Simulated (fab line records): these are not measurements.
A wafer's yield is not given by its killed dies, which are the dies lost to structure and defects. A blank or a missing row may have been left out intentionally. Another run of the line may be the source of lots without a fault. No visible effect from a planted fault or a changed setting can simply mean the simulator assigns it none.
Struck lot and sound lot, side by side / flow sky130 / 32 out of 708 route steps
Sound: wafers L118.2, L118.5, L118.6. Wafers struck: L132.2, L132.4, L132.6. The cause comes at the end.
Each step with rows lists, per side, the tool, then ch with its chambers, then its first start. Under that, the readings that differ: sound wafers / struck wafers / difference of the means / sigmas: that difference in standard deviations of wafers without a fault.
alike: words and numbers the same on both sides, and readings whose means are apart by under 2 such deviations; not compared: readings that were withheld, readings missing a value for some wafer, numbers with overlapping values and no deviation given by the record, and bounds like >300 which may hide the same value.
Wherever a step has rows on one side only, a row that says differs or no value, or a row with sigmas, the two part there. Numbers that have no deviation but don't overlap get no sigmas and don't part them. A reading missing from all wafers of one side parts the sides only when that side holds two or more wafers.

SKY_PWDE_OVL_MEAS_07:
  struck on overlay-01, day 7 06:44; sound on overlay-01, day 4 04:47
  alike: PWDE_OVL
then, 1 step without rows for these wafers: SKY_PWDE_IMPLANT_08.
SKY_PWDE_STRIP_09: strips in O2/N2.
  sound on plasma_asher-04 ch 0,1, day 4 04:58; struck on plasma_asher-04 ch 0,1, day 7 06:55
  alike: drypump_motor_current_A, oes_product_au, strip_time_to_endpoint_s
  not compared: rf_hours_counter_h
SKY_PWDE_TW_MEAS_10:
  struck on film_metro-02, day 7 07:01; sound on film_metro-02, day 4 05:05
  alike: PWDE_TW
then, 7 steps without rows for these wafers: SKY_NWELL_DEHYDRATE_03 (time 60 s); SKY_NWELL_HMDS_04 (prime time 60 s); SKY_NWELL_COAT_05 (resist thk 3000 nm); SKY_NWELL_SOFTBAKE_06; SKY_NWELL_EXPOSE_07 (exposes mask NWM, target cd 840 nm); SKY_NWELL_PEB_08; SKY_NWELL_DEVELOP_09 (develop time 60 s).
SKY_NWELL_OVL_MEAS_10:
  struck on overlay-01, day 8 03:29; sound on overlay-02, day 4 22:59
  alike: NWELL_00_OVL
SKY_NWELL_IMPLANT_11:
  sound on implanter-01 ch 0, day 4 23:02; struck on implanter-02 ch 0, day 8 03:33
reading=dose_ions_cm2; sound=1.8995e+13 1.899e+13 1.9006e+13; struck=1.8362e+13 1.8368e+13 1.8364e+13; difference=-6.3233e+11; sigmas=-32
then, 2 steps without rows for these wafers: SKY_NWELL_IMPLANT_12; SKY_NWELL_IMPLANT_13.
SKY_NWELL_STRIP_14: strips in O2/N2.
  sound on plasma_asher-04 ch 0,1, day 4 23:28; struck on plasma_asher-03 ch 1, day 8 03:58
  alike: drypump_motor_current_A, oes_product_au, strip_time_to_endpoint_s
  not compared: rf_hours_counter_h
SKY_NWELL_TW_MEAS_15:
  struck on film_metro-04, day 8 04:05; sound on film_metro-02, day 4 23:34
reading=NWELL_TW; sound=1811 1821 1815; struck=1791 1790 1783; difference=-28; sigmas=-4
then, 7 steps without rows for these wafers: SKY_NWELL_DEHYDRATE_16 (time 60 s); SKY_NWELL_HMDS_17 (prime time 60 s); SKY_NWELL_COAT_18 (resist thk 3000 nm); SKY_NWELL_SOFTBAKE_19; SKY_NWELL_EXPOSE_20 (exposes mask NWM COMPLEMENT, target cd 840 nm); SKY_NWELL_PEB_21; SKY_NWELL_DEVELOP_22 (develop time 60 s).
SKY_NWELL_OVL_MEAS_23:
  struck on overlay-01, day 9 00:08; sound on overlay-02, day 5 18:10
  alike: NWELL_01_OVL
then, 1 step without rows for these wafers: SKY_NWELL_IMPLANT_24.
SKY_NWELL_STRIP_25: strips in O2/N2.
  sound on plasma_asher-02 ch 0,1, day 5 18:20; struck on plasma_asher-03 ch 1, day 9 00:19
  alike: drypump_motor_current_A, oes_product_au, strip_time_to_endpoint_s
  not compared: rf_hours_counter_h
SKY_NWELL_TW_MEAS_26:
  struck on film_metro-04, day 9 00:26; sound on film_metro-04, day 5 18:27
  alike: NWELL_2_TW
then, 1 step without rows for these wafers: SKY_NWELL_CLEAN_27 (cleans in SC1/SC2, time 150 s).
SKY_NWELL_RTA_28: time 30 s.
  sound on rtp_anneal-02 ch 0, day 5 18:34; struck on rtp_anneal-01 ch 0, day 9 00:33
  alike: chamber_o2_ppm, lamp_power_pct, wafer_temp_C_max
SKY_NWELL_RS_MEAS_29: the measuring method here is four-point-probe.
  struck on film_metro-03, day 9 00:39; sound on film_metro-04, day 5 18:40
reading=NWELL_RS (ohm/sq); sound=625.5 624.2 624.8; struck=636.7 638.6 636.1; difference=+12.3; sigmas=+8
then, 1 step without rows for these wafers: SKY_PAD_OPEN_PROBE_99.

WHERE THEY PART
At SKY_NWELL_IMPLANT_11 first; at SKY_NWELL_RS_MEAS_29 last (within this record only).

WHY: the cause the simulator had injected
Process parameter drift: implanter-02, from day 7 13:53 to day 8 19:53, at SKY_NWELL_IMPLANT_11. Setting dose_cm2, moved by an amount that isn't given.
